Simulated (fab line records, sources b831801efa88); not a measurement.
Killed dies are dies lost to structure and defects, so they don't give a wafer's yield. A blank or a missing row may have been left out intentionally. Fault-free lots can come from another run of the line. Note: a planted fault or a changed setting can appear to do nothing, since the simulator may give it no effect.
Which tool did it? -- flow gf180mcu -- 10 lots, 30 wafers sampled, at 5 steps of a route of 602

WHAT EACH GAUGE READ, for each wafer
GF_STI_CD_MEAS_12: target cd 220 nm. Usual: cd_nm reads 220.1 nm (standard deviation 1.3).
lot,measured,on,cd_nm (nm),flag
L582,day 2 00:43,cd_sem-01,220.2 219.0 220.5,
L583,day 2 07:41,cd_sem-02,218.2 218.2 219.2,
L584,day 2 12:25,cd_sem-02,221.4 219.4 220.4,
L585,day 2 16:35,cd_sem-02,219.7 219.8 219.9,
L586,day 2 21:39,cd_sem-01,220.7 220.6 218.6,
L587,day 3 04:49,cd_sem-02,220.7 220.6 219.7,
L588,day 3 08:41,cd_sem-02,218.8 219.4 219.0,
L589,day 3 14:09,cd_sem-02,219.6 220.2 221.6,
L594,day 4 19:09,cd_sem-01,210.8 217.2 211.6 210.9 216.8 212.0,OFF
L595,day 4 23:16,cd_sem-01,220.0 219.0 220.0,

GF_VT_IMPLANT_OVL_MEAS_40. Usual: for VT_IMPLANT_03_OVL the level is 0.6 nm and the standard deviation is 1.6.
lot,measured,on,VT_IMPLANT_03_OVL (nm),flag
L582,day 7 08:38,overlay-01,2.3 3.6 0.6,
L583,day 7 13:54,overlay-01,1.5 4.2 2.7,
L584,day 8 02:29,overlay-01,3.4 2.7 0.3,
L585,day 8 05:25,overlay-01,1.5 1.4 -0.3,
L586,day 8 10:14,overlay-01,1.9 1.6 0.2,
L587,day 8 21:39,overlay-01,-0.9 -0.7 -0.1,
L588,day 9 01:43,overlay-01,0.9 -1.8 -0.7,
L589,day 9 13:50,overlay-01,3.3 3.9 1.8,
L594,day 11 07:05,overlay-01,-2.3 -2.6 -0.7,
L595,day 11 07:45,overlay-01,2.2 1.3 0.6,

GF_POLY_GATE_CD_MEAS_10: target cd 280 nm. Usual: cd_nm reads 280.2 nm (standard deviation 1.1).
lot,measured,on,cd_nm (nm),flag
L582,day 9 00:46,cd_sem-02,279.9 278.6 280.7,
L583,day 9 05:51,cd_sem-02,279.3 280.4 281.0,
L584,day 9 19:17,cd_sem-01,281.5 280.3 280.1,
L585,day 9 21:16,cd_sem-02,282.8 281.3 281.7,
L586,day 10 01:44,cd_sem-02,281.2 280.6 280.6,
L587,day 10 14:39,cd_sem-01,278.2 279.4 279.0,
L588,day 10 18:47,cd_sem-01,280.6 280.1 280.8,
L589,day 11 06:47,cd_sem-02,280.7 280.1 280.6,
L594,day 13 03:14,cd_sem-01,280.9 280.2 279.9,
L595,day 13 03:22,cd_sem-02,280.1 278.0 279.0,

WHAT TOOL EACH LOT RAN ON (gives the tool, then ch and the chambers of the sampled wafers, and finally the start)
lot,GF_STI_EXPOSE_09,GF_MVPSD_STRIP_10
L582,"krf_scanner-02 ch 0, day 1 19:24","plasma_asher-04 ch 0,1, day 4 23:14"
L583,"krf_scanner-01 ch 0, day 2 01:42","plasma_asher-03 ch 0,1, day 5 04:11"
L584,"krf_scanner-01 ch 0, day 2 06:24","plasma_asher-01 ch 0,1, day 5 13:59"
L585,"krf_scanner-02 ch 0, day 2 10:41","plasma_asher-01 ch 0,1, day 5 16:28"
L586,"krf_scanner-01 ch 0, day 2 15:46","plasma_asher-01 ch 0,1, day 5 20:43"
L587,"krf_scanner-01 ch 0, day 2 22:42","plasma_asher-04 ch 0,1, day 6 06:20"
L588,"krf_scanner-01 ch 0, day 3 02:22","plasma_asher-01 ch 0,1, day 6 10:13"
L589,"krf_scanner-02 ch 0, day 3 07:55","plasma_asher-01 ch 0,1, day 6 20:47"
L594,"krf_scanner-01 ch 0, day 4 12:51","plasma_asher-03 ch 0,1, day 8 07:59"
L595,"krf_scanner-02 ch 0, day 4 17:06","plasma_asher-04 ch 0,1, day 8 11:20"
- GF_STI_EXPOSE_09: exposes mask COMP, target cd 220 nm.
- GF_MVPSD_STRIP_10: strips in O2/N2.

AS READ BY THE TOOLS THEMSELVES (means over the sampled wafers that have a number; for cases with no such wafer, the mark the record gives instead)
GF_STI_EXPOSE_09. Usual: exposure_dose_mJ_cm2 reads 27.973 (standard deviation 0.029).
lot,tool,exposure_dose_mJ_cm2,flag
L582,krf_scanner-02,27.940,
L583,krf_scanner-01,27.988,
L584,krf_scanner-01,27.990,
L585,krf_scanner-02,27.983,
L586,krf_scanner-01,27.956,
L587,krf_scanner-01,27.991,
L588,krf_scanner-01,27.964,
L589,krf_scanner-02,27.986,
L594,krf_scanner-01,27.222,OFF
L595,krf_scanner-02,28.010,

GF_MVPSD_STRIP_10. Usual: drypump_motor_current_A 5.8 A, standard deviation 0.51; heater_power_w 330 W, standard deviation 20; oes_product_au 0.723 a.u., standard deviation 0.0047; strip_time_to_endpoint_s 36.93 s, standard deviation 0.1.
lot,tool,drypump_motor_current_A (A),heater_power_w (W),oes_product_au (a.u.),strip_time_to_endpoint_s (s),flag
L582,plasma_asher-04,5.4,329,0.725,37.03,
L583,plasma_asher-03,6.5,341,0.725,36.86,
L584,plasma_asher-01,5.4,342,0.720,37.00,
L585,plasma_asher-01,5.6,337,0.726,36.96,
L586,plasma_asher-01,5.5,343,0.723,36.73,
L587,plasma_asher-04,5.4,317,0.722,36.82,
L588,plasma_asher-01,5.6,331,0.729,36.86,
L589,plasma_asher-01,5.6,336,0.722,36.91,
L594,plasma_asher-03,6.4,338,0.725,36.89,
L595,plasma_asher-04,5.4,316,0.723,37.04,

THE ANSWER, worked out from the rows above alone
Rule: lot off if the mean of its wafers having a number is beyond 3 standard deviations from the usual mean. A lot without any number at a reading at which 4 lots or more have one is off too. Where the step has rows for the other lots, those lots are counted as sound. First the gauges in route order, then the tools' own readings, where a lot's mean is used as printed above. The first step at which some lot is off is used, and at that step the reading that is off furthest; a lot without a number counts as furthest.
Off: L594, at GF_STI_CD_MEAS_12 (cd_nm).
If a tool, at a process step before that reading, ran all the lots that are off and no sound lot after the first of them, it fits. Not tried: the gauges at GF_STI_CD_MEAS_12; whatever is off there is also off at GF_STI_EXPOSE_09, on other tools, and gauge error can't account for it. One fits: krf_scanner-01 at GF_STI_EXPOSE_09. A fault onset in the window from L588 (day 3 02:22, its last sound lot) to L594 (day 4 12:51, its first lot off) fits.
The tool's own readings at GF_STI_EXPOSE_09 bear it out: on the lots that are off they differ by more than 5 times the standard deviation of the sound lots' means. exposure_dose_mJ_cm2 reads 27.222 there against 27.979 on the sound lots.

WHAT THE SIMULATOR PUT IN
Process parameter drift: krf_scanner-01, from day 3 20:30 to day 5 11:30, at GF_STI_EXPOSE_09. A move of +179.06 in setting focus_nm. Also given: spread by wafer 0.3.
Shown lots that were struck: L594. The same result came from the rule above.
